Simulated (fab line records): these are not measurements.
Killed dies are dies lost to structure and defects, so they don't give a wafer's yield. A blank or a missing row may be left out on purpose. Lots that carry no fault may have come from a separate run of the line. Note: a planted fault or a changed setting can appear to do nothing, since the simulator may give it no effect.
What tool caused it? ; flow sky130 ; 6 lots with 18 wafers sampled at 3 steps, on a route of 708 steps

## WHAT THE GAUGES READ, wafer by wafer
SKY_LDD_HVP_TW_MEAS_10.
lot;measured;on;LDD_HVP_TW
L739;day 24 04:52;film metro-03;478.5 479.4 478.8
L744;day 25 11:57;film metro-04;457.8 456.8 460.5
L749;day 27 07:24;film metro-03;455.2 456.2 458.0
L751;day 27 21:01;film metro-03;458.6 458.8 458.3
L754;day 28 19:03;film metro-02;461.1 459.5 461.3
L757;day 29 20:48;film metro-03;458.8 460.7 459.7

## WHICH TOOL RAN EACH LOT (tool, then ch and the chambers of the sampled wafers, then the start)
lot;SKY_GATE_OXIDE_STRIP_13;SKY_LDD_HVP_IMPLANT_08
L739;plasma asher-04 ch 0,1, day 16 06:07;implanter-03 ch 0, day 24 04:37
L744;plasma asher-04 ch 0,1, day 17 09:27;implanter-01 ch 0, day 25 11:42
L749;plasma asher-04 ch 0,1, day 19 07:10;implanter-01 ch 0, day 27 07:09
L751;plasma asher-04 ch 0,1, day 20 00:16;implanter-03 ch 0, day 27 20:47
L754;plasma asher-03 ch 0,1, day 20 19:06;implanter-03 ch 0, day 28 18:48
L757;plasma asher-02 ch 0,1, day 21 22:52;implanter-01 ch 0, day 29 20:36
- SKY_GATE_OXIDE_STRIP_13: strips in O2/N2.
- SKY_LDD_HVP_IMPLANT_08

## THE ANSWER, worked out from the rows above alone
Rule: the lots themselves supply what counts as usual. Put in order of their means at a reading, lots are off if they are a third of the lots or fewer, leave a main group of 4 or more, and stand apart from it by a gap of 3 or more times the standard deviation of the main group's means; of several such gaps the widest counts. A main group is skipped when, at the precision printed for the reading in the tables above, its means are all equal. A lot without any number at a reading at which 4 lots or more have one is off too. All remaining lots with rows at the step are treated as sound.
Off: L739, at SKY_LDD_HVP_TW_MEAS_10 (LDD_HVP_TW). Mean 458.8 and standard deviation 1.4 in the main group.
If a tool, at a process step before that reading, ran all the lots that are off and no sound lot after the first of them, it fits. Gauges at SKY_LDD_HVP_TW_MEAS_10: tried the same way as those tools. Of those tried, none fits.

## WHAT THE SIMULATOR HAD INSERTED
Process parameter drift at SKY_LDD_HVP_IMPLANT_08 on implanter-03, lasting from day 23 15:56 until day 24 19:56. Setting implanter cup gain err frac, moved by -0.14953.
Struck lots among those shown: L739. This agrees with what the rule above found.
